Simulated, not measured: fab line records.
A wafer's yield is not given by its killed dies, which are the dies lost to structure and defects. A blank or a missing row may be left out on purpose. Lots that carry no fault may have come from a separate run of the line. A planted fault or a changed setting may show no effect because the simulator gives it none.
What tool caused it? || flow sky130 || 11 lots with 33 wafers sampled at 4 steps, on a route of 708 steps

## WHAT THE GAUGES SHOWED, per wafer
SKY_CONTACT_THK_MEAS_01.
{"lot": "L981", "measured": "day 30 08:18", "on": "film_metro-02", "CONTACT_CVD_00_THK (nm)": "73.5 74.6 75.3"}
{"lot": "L986", "measured": "day 32 02:01", "on": "film_metro-02", "CONTACT_CVD_00_THK (nm)": "76.8 76.1 74.7"}
{"lot": "L987", "measured": "day 32 11:18", "on": "film_metro-03", "CONTACT_CVD_00_THK (nm)": "74.6 74.6 73.8"}
{"lot": "L988", "measured": "day 32 16:59", "on": "film_metro-02", "CONTACT_CVD_00_THK (nm)": "74.2 74.4 75.3"}
{"lot": "L989", "measured": "day 33 08:32", "on": "film_metro-01", "CONTACT_CVD_00_THK (nm)": "76.0 75.1 76.7"}
{"lot": "L990", "measured": "day 33 08:41", "on": "film_metro-03", "CONTACT_CVD_00_THK (nm)": "75.8 75.9 77.6"}
{"lot": "L992", "measured": "day 34 11:26", "on": "film_metro-02", "CONTACT_CVD_00_THK (nm)": "148.6 151.1 150.9"}
{"lot": "L994", "measured": "day 34 20:55", "on": "film_metro-02", "CONTACT_CVD_00_THK (nm)": "74.4 75.7 75.3"}
{"lot": "L995", "measured": "day 34 22:43", "on": "film_metro-01", "CONTACT_CVD_00_THK (nm)": "148.7 151.6 150.2"}
{"lot": "L996", "measured": "day 35 07:49", "on": "film_metro-03", "CONTACT_CVD_00_THK (nm)": "149.1 150.9 151.6"}
{"lot": "L998", "measured": "day 35 19:26", "on": "film_metro-01", "CONTACT_CVD_00_THK (nm)": "72.1 75.4 73.9"}

## EACH LOT AND THE TOOL THAT RAN IT (in order: tool; ch and the chambers of the sampled wafers; start)
{"lot": "L981", "SKY_LI_CONTACT_ETCH_15": "rie_diel-01 ch 0,1,2, day 29 02:10", "SKY_LI_CONTACT_STRIP_16": "plasma_asher-02 ch 0,1, day 29 02:16", "SKY_CONTACT_CVD_00": "pecvd-01 ch 1,2, day 30 08:15"}
{"lot": "L986", "SKY_LI_CONTACT_ETCH_15": "rie_diel-03 ch 0,3, day 30 20:49", "SKY_LI_CONTACT_STRIP_16": "plasma_asher-03 ch 0,1, day 30 20:56", "SKY_CONTACT_CVD_00": "pecvd-01 ch 0,1,2, day 32 01:58"}
{"lot": "L987", "SKY_LI_CONTACT_ETCH_15": "rie_diel-02 ch 0,2,3, day 31 05:58", "SKY_LI_CONTACT_STRIP_16": "plasma_asher-02 ch 0,1, day 31 06:04", "SKY_CONTACT_CVD_00": "pecvd-02 ch 0,1,2, day 32 11:16"}
{"lot": "L988", "SKY_LI_CONTACT_ETCH_15": "rie_diel-02 ch 0,2,3, day 31 12:40", "SKY_LI_CONTACT_STRIP_16": "plasma_asher-03 ch 0,1, day 31 12:46", "SKY_CONTACT_CVD_00": "pecvd-01 ch 0,2, day 32 16:57"}
{"lot": "L989", "SKY_LI_CONTACT_ETCH_15": "rie_diel-03 ch 0,2,3, day 32 03:19", "SKY_LI_CONTACT_STRIP_16": "plasma_asher-01 ch 0,1, day 32 03:25", "SKY_CONTACT_CVD_00": "pecvd-03 ch 0,1, day 33 08:30"}
{"lot": "L990", "SKY_LI_CONTACT_ETCH_15": "rie_diel-01 ch 2,3, day 32 03:40", "SKY_LI_CONTACT_STRIP_16": "plasma_asher-03 ch 0,1, day 32 03:47", "SKY_CONTACT_CVD_00": "pecvd-01 ch 0,1,2, day 33 08:37"}
{"lot": "L992", "SKY_LI_CONTACT_ETCH_15": "rie_diel-01 ch 0,2,3, day 33 07:04", "SKY_LI_CONTACT_STRIP_16": "plasma_asher-01 ch 0,1, day 33 07:10", "SKY_CONTACT_CVD_00": "pecvd-01 ch 1,2, day 34 11:00"}
{"lot": "L994", "SKY_LI_CONTACT_ETCH_15": "rie_diel-01 ch 0,2, day 33 16:38", "SKY_LI_CONTACT_STRIP_16": "plasma_asher-03 ch 0,1, day 33 16:43", "SKY_CONTACT_CVD_00": "pecvd-03 ch 0,1,2, day 34 20:52"}
{"lot": "L995", "SKY_LI_CONTACT_ETCH_15": "rie_diel-02 ch 1,2, day 33 17:28", "SKY_LI_CONTACT_STRIP_16": "plasma_asher-02 ch 0,1, day 33 17:33", "SKY_CONTACT_CVD_00": "pecvd-01 ch 0,2, day 34 22:00"}
{"lot": "L996", "SKY_LI_CONTACT_ETCH_15": "rie_diel-02 ch 0,2,3, day 34 03:02", "SKY_LI_CONTACT_STRIP_16": "plasma_asher-02 ch 0,1, day 34 03:07", "SKY_CONTACT_CVD_00": "pecvd-03 ch 0,1,2, day 35 07:00"}
{"lot": "L998", "SKY_LI_CONTACT_ETCH_15": "rie_diel-02 ch 0,1,3, day 34 15:43", "SKY_LI_CONTACT_STRIP_16": "plasma_asher-01 ch 0,1, day 34 15:48", "SKY_CONTACT_CVD_00": "pecvd-01 ch 0,2, day 35 19:22"}
- SKY_LI_CONTACT_ETCH_15: etches PSG in C4F8/O2/Ar, stops on Si, target depth 600 nm.
- SKY_LI_CONTACT_STRIP_16: strips in O2/N2.
- SKY_CONTACT_CVD_00: deposits Si3N4, target thk 75 nm.

## AS READ BY THE TOOLS THEMSELVES (means over the sampled wafers that have a number; for cases with no such wafer, the mark the record gives instead)
SKY_LI_CONTACT_ETCH_15.
{"lot": "L981", "tool": "rie_diel-01", "chamber_pressure_mTorr (mTorr)": 39.99, "oes_product_au (a.u.)": 0.838}
{"lot": "L986", "tool": "rie_diel-03", "chamber_pressure_mTorr (mTorr)": 39.99, "oes_product_au (a.u.)": 0.844}
{"lot": "L987", "tool": "rie_diel-02", "chamber_pressure_mTorr (mTorr)": 40.00, "oes_product_au (a.u.)": 0.834}
{"lot": "L988", "tool": "rie_diel-02", "chamber_pressure_mTorr (mTorr)": 39.98, "oes_product_au (a.u.)": 0.841}
{"lot": "L989", "tool": "rie_diel-03", "chamber_pressure_mTorr (mTorr)": 40.00, "oes_product_au (a.u.)": 0.836}
{"lot": "L990", "tool": "rie_diel-01", "chamber_pressure_mTorr (mTorr)": 40.01, "oes_product_au (a.u.)": 0.835}
{"lot": "L992", "tool": "rie_diel-01", "chamber_pressure_mTorr (mTorr)": 39.96, "oes_product_au (a.u.)": 0.840}
{"lot": "L994", "tool": "rie_diel-01", "chamber_pressure_mTorr (mTorr)": 40.01, "oes_product_au (a.u.)": 0.836}
{"lot": "L995", "tool": "rie_diel-02", "chamber_pressure_mTorr (mTorr)": 39.98, "oes_product_au (a.u.)": 0.841}
{"lot": "L996", "tool": "rie_diel-02", "chamber_pressure_mTorr (mTorr)": 40.01, "oes_product_au (a.u.)": 0.836}
{"lot": "L998", "tool": "rie_diel-02", "chamber_pressure_mTorr (mTorr)": 40.00, "oes_product_au (a.u.)": 0.841}

SKY_LI_CONTACT_STRIP_16.
{"lot": "L981", "tool": "plasma_asher-02", "chamber_pressure_mTorr (mTorr)": 1500.5, "drypump_motor_current_A (A)": 6.0, "oes_product_au (a.u.)": 0.374, "strip_time_to_endpoint_s (s)": 3.520}
{"lot": "L986", "tool": "plasma_asher-03", "chamber_pressure_mTorr (mTorr)": 1499.1, "drypump_motor_current_A (A)": 5.8, "oes_product_au (a.u.)": 0.375, "strip_time_to_endpoint_s (s)": 3.517}
{"lot": "L987", "tool": "plasma_asher-02", "chamber_pressure_mTorr (mTorr)": 1500.0, "drypump_motor_current_A (A)": 6.0, "oes_product_au (a.u.)": 0.375, "strip_time_to_endpoint_s (s)": 3.495}
{"lot": "L988", "tool": "plasma_asher-03", "chamber_pressure_mTorr (mTorr)": 1500.3, "drypump_motor_current_A (A)": 5.8, "oes_product_au (a.u.)": 0.374, "strip_time_to_endpoint_s (s)": 3.515}
{"lot": "L989", "tool": "plasma_asher-01", "chamber_pressure_mTorr (mTorr)": 1500.2, "drypump_motor_current_A (A)": 5.9, "oes_product_au (a.u.)": 0.372, "strip_time_to_endpoint_s (s)": 3.507}
{"lot": "L990", "tool": "plasma_asher-03", "chamber_pressure_mTorr (mTorr)": 1501.1, "drypump_motor_current_A (A)": 6.2, "oes_product_au (a.u.)": 0.376, "strip_time_to_endpoint_s (s)": 3.511}
{"lot": "L992", "tool": "plasma_asher-01", "chamber_pressure_mTorr (mTorr)": 1499.1, "drypump_motor_current_A (A)": 5.7, "oes_product_au (a.u.)": 0.372, "strip_time_to_endpoint_s (s)": 3.511}
{"lot": "L994", "tool": "plasma_asher-03", "chamber_pressure_mTorr (mTorr)": 1498.9, "drypump_motor_current_A (A)": 5.8, "oes_product_au (a.u.)": 0.372, "strip_time_to_endpoint_s (s)": 3.472}
{"lot": "L995", "tool": "plasma_asher-02", "chamber_pressure_mTorr (mTorr)": 1499.1, "drypump_motor_current_A (A)": 6.0, "oes_product_au (a.u.)": 0.374, "strip_time_to_endpoint_s (s)": 3.486}
{"lot": "L996", "tool": "plasma_asher-02", "chamber_pressure_mTorr (mTorr)": 1500.7, "drypump_motor_current_A (A)": 5.7, "oes_product_au (a.u.)": 0.380, "strip_time_to_endpoint_s (s)": 3.488}
{"lot": "L998", "tool": "plasma_asher-01", "chamber_pressure_mTorr (mTorr)": 1499.8, "drypump_motor_current_A (A)": 5.9, "oes_product_au (a.u.)": 0.371, "strip_time_to_endpoint_s (s)": 3.487}

SKY_CONTACT_CVD_00.
{"lot": "L981", "tool": "pecvd-01", "heater_power_w (W)": 629}
{"lot": "L986", "tool": "pecvd-01", "heater_power_w (W)": 605}
{"lot": "L987", "tool": "pecvd-02", "heater_power_w (W)": 612}
{"lot": "L988", "tool": "pecvd-01", "heater_power_w (W)": 597}
{"lot": "L989", "tool": "pecvd-03", "heater_power_w (W)": 823}
{"lot": "L990", "tool": "pecvd-01", "heater_power_w (W)": 616}
{"lot": "L992", "tool": "pecvd-01", "heater_power_w (W)": 656}
{"lot": "L994", "tool": "pecvd-03", "heater_power_w (W)": 792}
{"lot": "L995", "tool": "pecvd-01", "heater_power_w (W)": 671}
{"lot": "L996", "tool": "pecvd-03", "heater_power_w (W)": 711}
{"lot": "L998", "tool": "pecvd-01", "heater_power_w (W)": 589}

## THE ANSWER, worked out from the rows above alone
Rule: usual is defined by the lots themselves. Put in order of their means at a reading, lots are off if they are a third of the lots or fewer, leave a main group of 4 or more, and stand apart from it by a gap of 3 or more times the standard deviation of the main group's means; of several such gaps the widest counts. Not used: any main group whose means are identical at the precision the tables above print for the reading. Also off: a lot with no number at a reading for which 4 or more lots have one. Any other lot the step has rows for is counted as sound. Order of review: gauges by route order, followed by the tools' own readings, for which a lot's mean as printed above is used. At the first step where some lot is off, the reading lying furthest off is the one used; lots without a number count as furthest.
Off: at SKY_CONTACT_THK_MEAS_01 (CONTACT_CVD_00_THK), L992, L995, L996. The main group: mean 75.1 nm, standard deviation 0.86.
A tool fits if, at a process step before that reading, it ran every lot that is off, and no sound lot after the first of them. Gauges at SKY_CONTACT_THK_MEAS_01: tried the same way as those tools. None of those tried fits.

## WHAT THE SIMULATOR HAD INSERTED
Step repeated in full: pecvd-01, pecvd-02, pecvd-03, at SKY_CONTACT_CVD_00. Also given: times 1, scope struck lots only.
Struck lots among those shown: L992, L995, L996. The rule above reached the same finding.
